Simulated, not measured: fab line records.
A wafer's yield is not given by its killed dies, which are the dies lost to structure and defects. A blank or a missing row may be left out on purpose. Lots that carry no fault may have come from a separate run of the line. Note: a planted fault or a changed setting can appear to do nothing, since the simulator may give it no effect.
Which tool was responsible? || flow gf180mcu || Sampling: 12 lots, 36 wafers, 5 of 602 route steps

WHAT THE GAUGES READ, wafer by wafer
GF_HV_LDD_CD_MEAS_46: target cd 400 nm. Usual: 400.1 nm for cd_nm, sd 2.2.
{"lot": "L308", "measured": "day 12 16:31", "on": "cd_sem-02", "cd_nm (nm)": "405.7 403.1 404.1", "flag": ""}
{"lot": "L309", "measured": "day 12 22:39", "on": "cd_sem-02", "cd_nm (nm)": "401.1 400.9 401.3", "flag": ""}
{"lot": "L310", "measured": "day 12 22:57", "on": "cd_sem-01", "cd_nm (nm)": "403.4 402.0 402.1", "flag": ""}
{"lot": "L311", "measured": "day 13 07:50", "on": "cd_sem-02", "cd_nm (nm)": "399.3 399.7 399.0", "flag": ""}
{"lot": "L313", "measured": "day 14 14:14", "on": "cd_sem-02", "cd_nm (nm)": "399.5 398.2 398.2", "flag": ""}
{"lot": "L318", "measured": "day 15 23:28", "on": "cd_sem-01", "cd_nm (nm)": "398.4 397.1", "flag": ""}
{"lot": "L321", "measured": "day 16 07:38", "on": "cd_sem-01", "cd_nm (nm)": "403.4 404.4 402.9", "flag": ""}
{"lot": "L324", "measured": "day 17 19:07", "on": "cd_sem-01", "cd_nm (nm)": "398.9 399.4 397.9", "flag": ""}
{"lot": "L325", "measured": "day 18 14:11", "on": "cd_sem-01", "cd_nm (nm)": "398.7 398.7 399.9", "flag": ""}
{"lot": "L327", "measured": "day 18 14:32", "on": "cd_sem-02", "cd_nm (nm)": "399.4 399.8 399.0", "flag": ""}
{"lot": "L329", "measured": "day 19 21:09", "on": "cd_sem-01", "cd_nm (nm)": "399.6 399.4 398.3", "flag": ""}
{"lot": "L331", "measured": "day 20 08:57", "on": "cd_sem-01", "cd_nm (nm)": "400.4 399.1 400.7", "flag": ""}

GF_NSD_OVL_MEAS_08. Usual: NSD_OVL gives -0.1 nm (standard deviation 1.5).
{"lot": "L308", "measured": "day 13 15:04", "on": "overlay-02", "NSD_OVL (nm)": "0.2 0.3 0.8", "flag": ""}
{"lot": "L309", "measured": "day 13 21:27", "on": "overlay-02", "NSD_OVL (nm)": "-4.4 -1.0 -3.7", "flag": ""}
{"lot": "L310", "measured": "day 13 21:45", "on": "overlay-02", "NSD_OVL (nm)": "-0.9 -3.0 -0.4", "flag": ""}
{"lot": "L311", "measured": "day 14 06:04", "on": "overlay-01", "NSD_OVL (nm)": "1.1 2.2 3.4", "flag": ""}
{"lot": "L313", "measured": "day 15 14:38", "on": "overlay-02", "NSD_OVL (nm)": "-0.4 -1.5 -0.4", "flag": ""}
{"lot": "L318", "measured": "day 17 01:26", "on": "overlay-01", "NSD_OVL (nm)": "-1.1 -2.4", "flag": ""}
{"lot": "L321", "measured": "day 17 09:15", "on": "overlay-01", "NSD_OVL (nm)": "-2.1 0.3 -0.3", "flag": ""}
{"lot": "L324", "measured": "day 18 22:21", "on": "overlay-01", "NSD_OVL (nm)": "-0.3 -0.3 0.2", "flag": ""}
{"lot": "L325", "measured": "day 19 17:37", "on": "overlay-02", "NSD_OVL (nm)": "-1.7 0.1 0.4", "flag": ""}
{"lot": "L327", "measured": "day 19 19:49", "on": "overlay-01", "NSD_OVL (nm)": "-1.2 1.6 0.7", "flag": ""}
{"lot": "L329", "measured": "day 21 02:24", "on": "overlay-01", "NSD_OVL (nm)": "-0.8 -0.2 0.3", "flag": ""}
{"lot": "L331", "measured": "day 21 13:16", "on": "overlay-02", "NSD_OVL (nm)": "0.7 0.4 -2.4", "flag": ""}

EACH LOT AND THE TOOL THAT RAN IT (in order: tool; ch and the chambers of the sampled wafers; start)
{"lot": "L308", "GF_STI_ETCH_13": "rie_diel-02 ch 0,1,2, day 2 02:09", "GF_STI_STRIP_15": "plasma_asher-03 ch 0,1, day 2 02:20", "GF_POLY_GATE_ETCH_12": "rie_diel-01 ch 0,3, day 9 12:32"}
{"lot": "L309", "GF_STI_ETCH_13": "rie_diel-04 ch 0,3, day 2 06:17", "GF_STI_STRIP_15": "plasma_asher-04 ch 0,1, day 2 06:26", "GF_POLY_GATE_ETCH_12": "rie_diel-02 ch 0,1, day 9 20:02"}
{"lot": "L310", "GF_STI_ETCH_13": "rie_diel-01 ch 0,1,3, day 2 11:44", "GF_STI_STRIP_15": "plasma_asher-01 ch 0,1, day 2 11:53", "GF_POLY_GATE_ETCH_12": "rie_diel-03 ch 0,2,3, day 9 20:16"}
{"lot": "L311", "GF_STI_ETCH_13": "rie_diel-04 ch 0,1,2, day 2 19:38", "GF_STI_STRIP_15": "plasma_asher-01 ch 1, day 2 19:47", "GF_POLY_GATE_ETCH_12": "rie_diel-03 ch 1,3, day 10 02:11"}
{"lot": "L313", "GF_STI_ETCH_13": "rie_diel-02 ch 0,2,3, day 3 06:01", "GF_STI_STRIP_15": "plasma_asher-03 ch 0,1, day 3 06:10", "GF_POLY_GATE_ETCH_12": "rie_diel-03 ch 0,1,3, day 11 07:50"}
{"lot": "L318", "GF_STI_ETCH_13": "rie_diel-04 ch 0,2,3, day 4 10:51", "GF_STI_STRIP_15": "plasma_asher-01 ch 0,1, day 4 11:01", "GF_POLY_GATE_ETCH_12": "rie_diel-02 ch 1,3, day 12 07:05"}
{"lot": "L321", "GF_STI_ETCH_13": "rie_diel-01 ch 1,3, day 4 19:42", "GF_STI_STRIP_15": "plasma_asher-04 ch 0,1, day 4 19:52", "GF_POLY_GATE_ETCH_12": "rie_diel-01 ch 0,1,3, day 12 19:11"}
{"lot": "L324", "GF_STI_ETCH_13": "rie_diel-02 ch 1,2,3, day 5 12:04", "GF_STI_STRIP_15": "plasma_asher-01 ch 0,1, day 5 12:13", "GF_POLY_GATE_ETCH_12": "rie_diel-01 ch 0,2,3, day 13 22:52"}
{"lot": "L325", "GF_STI_ETCH_13": "rie_diel-01 ch 0,1, day 5 17:10", "GF_STI_STRIP_15": "plasma_asher-01 ch 0,1, day 5 17:21", "GF_POLY_GATE_ETCH_12": "rie_diel-02 ch 0,2, day 14 17:35"}
{"lot": "L327", "GF_STI_ETCH_13": "rie_diel-02 ch 0,2, day 6 04:04", "GF_STI_STRIP_15": "plasma_asher-03 ch 0,1, day 6 04:13", "GF_POLY_GATE_ETCH_12": "rie_diel-01 ch 0,1,3, day 14 17:56"}
{"lot": "L329", "GF_STI_ETCH_13": "rie_diel-02 ch 0,2,3, day 6 15:09", "GF_STI_STRIP_15": "plasma_asher-01 ch 0,1, day 6 15:19", "GF_POLY_GATE_ETCH_12": "rie_diel-02 ch 1,2,3, day 15 21:32"}
{"lot": "L331", "GF_STI_ETCH_13": "rie_diel-02 ch 0,2,3, day 6 23:44", "GF_STI_STRIP_15": "plasma_asher-03 ch 0,1, day 6 23:53", "GF_POLY_GATE_ETCH_12": "rie_diel-02 ch 0,1,3, day 16 08:08"}
- GF_STI_ETCH_13: etches the open film in CHF3/O2, stops on Si, target depth 282.31 nm, time 112.9 s.
- GF_STI_STRIP_15: strips in O2/N2.
- GF_POLY_GATE_ETCH_12: etches BARC in N2/H2.

WHAT THE TOOLS THEMSELVES READ (means of the sampled wafers that have a number; where no wafer has one, the mark that the record gives instead)
GF_STI_ETCH_13. Usual: drypump_motor_current_A 5.7 A, standard deviation 0.42; oes_product_au 0.832 a.u., standard deviation 0.0061; rf_fwd_power_W 596.4 W, standard deviation 1.9; throttle_valve_pct 8.810 %, standard deviation 0.0099.
{"lot": "L308", "tool": "rie_diel-02", "drypump_motor_current_A (A)": 5.4, "oes_product_au (a.u.)": 0.831, "rf_fwd_power_W (W)": 596.9, "throttle_valve_pct (%)": 8.798, "flag": ""}
{"lot": "L309", "tool": "rie_diel-04", "drypump_motor_current_A (A)": 5.7, "oes_product_au (a.u.)": 0.824, "rf_fwd_power_W (W)": 596.8, "throttle_valve_pct (%)": 8.808, "flag": ""}
{"lot": "L310", "tool": "rie_diel-01", "drypump_motor_current_A (A)": 5.9, "oes_product_au (a.u.)": 0.826, "rf_fwd_power_W (W)": 594.6, "throttle_valve_pct (%)": 8.820, "flag": ""}
{"lot": "L311", "tool": "rie_diel-04", "drypump_motor_current_A (A)": 5.9, "oes_product_au (a.u.)": 0.830, "rf_fwd_power_W (W)": 597.2, "throttle_valve_pct (%)": 8.803, "flag": ""}
{"lot": "L313", "tool": "rie_diel-02", "drypump_motor_current_A (A)": 5.6, "oes_product_au (a.u.)": 0.831, "rf_fwd_power_W (W)": 596.1, "throttle_valve_pct (%)": 8.802, "flag": ""}
{"lot": "L318", "tool": "rie_diel-04", "drypump_motor_current_A (A)": 5.9, "oes_product_au (a.u.)": 0.826, "rf_fwd_power_W (W)": 516.7, "throttle_valve_pct (%)": 8.823, "flag": "OFF"}
{"lot": "L321", "tool": "rie_diel-01", "drypump_motor_current_A (A)": 6.4, "oes_product_au (a.u.)": 0.837, "rf_fwd_power_W (W)": 594.5, "throttle_valve_pct (%)": 8.807, "flag": ""}
{"lot": "L324", "tool": "rie_diel-02", "drypump_motor_current_A (A)": 5.5, "oes_product_au (a.u.)": 0.833, "rf_fwd_power_W (W)": 597.2, "throttle_valve_pct (%)": 8.814, "flag": ""}
{"lot": "L325", "tool": "rie_diel-01", "drypump_motor_current_A (A)": 6.0, "oes_product_au (a.u.)": 0.829, "rf_fwd_power_W (W)": 595.5, "throttle_valve_pct (%)": 8.811, "flag": ""}
{"lot": "L327", "tool": "rie_diel-02", "drypump_motor_current_A (A)": 5.6, "oes_product_au (a.u.)": 0.833, "rf_fwd_power_W (W)": 595.7, "throttle_valve_pct (%)": 8.815, "flag": ""}
{"lot": "L329", "tool": "rie_diel-02", "drypump_motor_current_A (A)": 5.6, "oes_product_au (a.u.)": 0.834, "rf_fwd_power_W (W)": 598.2, "throttle_valve_pct (%)": 8.803, "flag": ""}
{"lot": "L331", "tool": "rie_diel-02", "drypump_motor_current_A (A)": 5.7, "oes_product_au (a.u.)": 0.834, "rf_fwd_power_W (W)": 596.2, "throttle_valve_pct (%)": 8.809, "flag": ""}

GF_STI_STRIP_15. Usual: drypump_motor_current_A 5.7 A, standard deviation 0.33; heater_power_w 337 W, standard deviation 19; oes_product_au 0.385 a.u., standard deviation 0.0046; strip_time_to_endpoint_s 3.74 s, standard deviation 0.053.
{"lot": "L308", "tool": "plasma_asher-03", "drypump_motor_current_A (A)": 5.8, "heater_power_w (W)": 341, "oes_product_au (a.u.)": 0.388, "strip_time_to_endpoint_s (s)": 3.75, "flag": ""}
{"lot": "L309", "tool": "plasma_asher-04", "drypump_motor_current_A (A)": 5.6, "heater_power_w (W)": 317, "oes_product_au (a.u.)": 0.383, "strip_time_to_endpoint_s (s)": 3.70, "flag": ""}
{"lot": "L310", "tool": "plasma_asher-01", "drypump_motor_current_A (A)": 5.8, "heater_power_w (W)": 344, "oes_product_au (a.u.)": 0.387, "strip_time_to_endpoint_s (s)": 3.69, "flag": ""}
{"lot": "L311", "tool": "plasma_asher-01", "drypump_motor_current_A (A)": 5.6, "heater_power_w (W)": 358, "oes_product_au (a.u.)": 0.390, "strip_time_to_endpoint_s (s)": 3.84, "flag": ""}
{"lot": "L313", "tool": "plasma_asher-03", "drypump_motor_current_A (A)": 5.5, "heater_power_w (W)": 337, "oes_product_au (a.u.)": 0.383, "strip_time_to_endpoint_s (s)": 3.69, "flag": ""}
{"lot": "L318", "tool": "plasma_asher-01", "drypump_motor_current_A (A)": 5.8, "heater_power_w (W)": 350, "oes_product_au (a.u.)": 0.394, "strip_time_to_endpoint_s (s)": 3.86, "flag": ""}
{"lot": "L321", "tool": "plasma_asher-04", "drypump_motor_current_A (A)": 5.6, "heater_power_w (W)": 317, "oes_product_au (a.u.)": 0.381, "strip_time_to_endpoint_s (s)": 3.76, "flag": ""}
{"lot": "L324", "tool": "plasma_asher-01", "drypump_motor_current_A (A)": 5.9, "heater_power_w (W)": 341, "oes_product_au (a.u.)": 0.386, "strip_time_to_endpoint_s (s)": 3.75, "flag": ""}
{"lot": "L325", "tool": "plasma_asher-01", "drypump_motor_current_A (A)": 5.9, "heater_power_w (W)": 343, "oes_product_au (a.u.)": 0.384, "strip_time_to_endpoint_s (s)": 3.74, "flag": ""}
{"lot": "L327", "tool": "plasma_asher-03", "drypump_motor_current_A (A)": 5.8, "heater_power_w (W)": 359, "oes_product_au (a.u.)": 0.381, "strip_time_to_endpoint_s (s)": 3.75, "flag": ""}
{"lot": "L329", "tool": "plasma_asher-01", "drypump_motor_current_A (A)": 5.9, "heater_power_w (W)": 333, "oes_product_au (a.u.)": 0.384, "strip_time_to_endpoint_s (s)": 3.76, "flag": ""}
{"lot": "L331", "tool": "plasma_asher-03", "drypump_motor_current_A (A)": 5.6, "heater_power_w (W)": 348, "oes_product_au (a.u.)": 0.384, "strip_time_to_endpoint_s (s)": 3.77, "flag": ""}

GF_POLY_GATE_ETCH_12. Usual: drypump_motor_current_A 5.8 A, standard deviation 0.48; oes_product_au 0.735 a.u., standard deviation 0.0047; rf_fwd_power_W 494.9 W, standard deviation 1.9; throttle_valve_pct 13.214 %, standard deviation 0.01.
{"lot": "L308", "tool": "rie_diel-01", "drypump_motor_current_A (A)": 5.9, "oes_product_au (a.u.)": 0.735, "rf_fwd_power_W (W)": 495.0, "throttle_valve_pct (%)": 13.216, "flag": ""}
{"lot": "L309", "tool": "rie_diel-02", "drypump_motor_current_A (A)": 5.2, "oes_product_au (a.u.)": 0.729, "rf_fwd_power_W (W)": 493.8, "throttle_valve_pct (%)": 13.208, "flag": ""}
{"lot": "L310", "tool": "rie_diel-03", "drypump_motor_current_A (A)": 6.1, "oes_product_au (a.u.)": 0.737, "rf_fwd_power_W (W)": 494.7, "throttle_valve_pct (%)": 13.217, "flag": ""}
{"lot": "L311", "tool": "rie_diel-03", "drypump_motor_current_A (A)": 5.9, "oes_product_au (a.u.)": 0.738, "rf_fwd_power_W (W)": 495.2, "throttle_valve_pct (%)": 13.210, "flag": ""}
{"lot": "L313", "tool": "rie_diel-03", "drypump_motor_current_A (A)": 6.0, "oes_product_au (a.u.)": 0.728, "rf_fwd_power_W (W)": 495.1, "throttle_valve_pct (%)": 13.222, "flag": ""}
{"lot": "L318", "tool": "rie_diel-02", "drypump_motor_current_A (A)": 5.4, "oes_product_au (a.u.)": 0.733, "rf_fwd_power_W (W)": 496.0, "throttle_valve_pct (%)": 13.207, "flag": ""}
{"lot": "L321", "tool": "rie_diel-01", "drypump_motor_current_A (A)": 6.0, "oes_product_au (a.u.)": 0.734, "rf_fwd_power_W (W)": 494.2, "throttle_valve_pct (%)": 13.213, "flag": ""}
{"lot": "L324", "tool": "rie_diel-01", "drypump_motor_current_A (A)": 5.7, "oes_product_au (a.u.)": 0.738, "rf_fwd_power_W (W)": 493.7, "throttle_valve_pct (%)": 13.197, "flag": ""}
{"lot": "L325", "tool": "rie_diel-02", "drypump_motor_current_A (A)": 5.6, "oes_product_au (a.u.)": 0.736, "rf_fwd_power_W (W)": 497.6, "throttle_valve_pct (%)": 13.211, "flag": ""}
{"lot": "L327", "tool": "rie_diel-01", "drypump_motor_current_A (A)": 6.0, "oes_product_au (a.u.)": 0.738, "rf_fwd_power_W (W)": 494.5, "throttle_valve_pct (%)": 13.212, "flag": ""}
{"lot": "L329", "tool": "rie_diel-02", "drypump_motor_current_A (A)": 5.5, "oes_product_au (a.u.)": 0.736, "rf_fwd_power_W (W)": 496.4, "throttle_valve_pct (%)": 13.211, "flag": ""}
{"lot": "L331", "tool": "rie_diel-02", "drypump_motor_current_A (A)": 5.4, "oes_product_au (a.u.)": 0.740, "rf_fwd_power_W (W)": 495.0, "throttle_valve_pct (%)": 13.220, "flag": ""}

THE ANSWER, worked out from the rows above alone
Rule: a lot is off if the mean of its wafers that have a number lies more than 3 standard deviations from the usual mean. A lot without any number at a reading at which 4 lots or more have one is off too. Any other lot the step has rows for is counted as sound. First the gauges in route order, then the tools' own readings, where a lot's mean is used as printed above. At the first step where some lot is off, the reading lying furthest off is the one used; lots without a number count as furthest.
Off, at GF_STI_ETCH_13 on rf_fwd_power_W: L318.
A tool fits if, at that step or a process step before it, it ran every lot that is off, and no sound lot after the first of them. One fits: GF_STI_ETCH_13 on rie_diel-04. A fault onset in the window from L311 (day 2 19:38, its last sound lot) to L318 (day 4 10:51, its first lot off) fits.
The tool's own readings at GF_STI_ETCH_13 bear it out: on the lots that are off they differ by more than 5 times the standard deviation of the sound lots' means. rf_fwd_power_W reads 516.7 W there against 596.3 W on the sound lots.

WHAT THE SIMULATOR PUT IN
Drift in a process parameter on rie_diel-04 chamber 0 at GF_STI_ETCH_13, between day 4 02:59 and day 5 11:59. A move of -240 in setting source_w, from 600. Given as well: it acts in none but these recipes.
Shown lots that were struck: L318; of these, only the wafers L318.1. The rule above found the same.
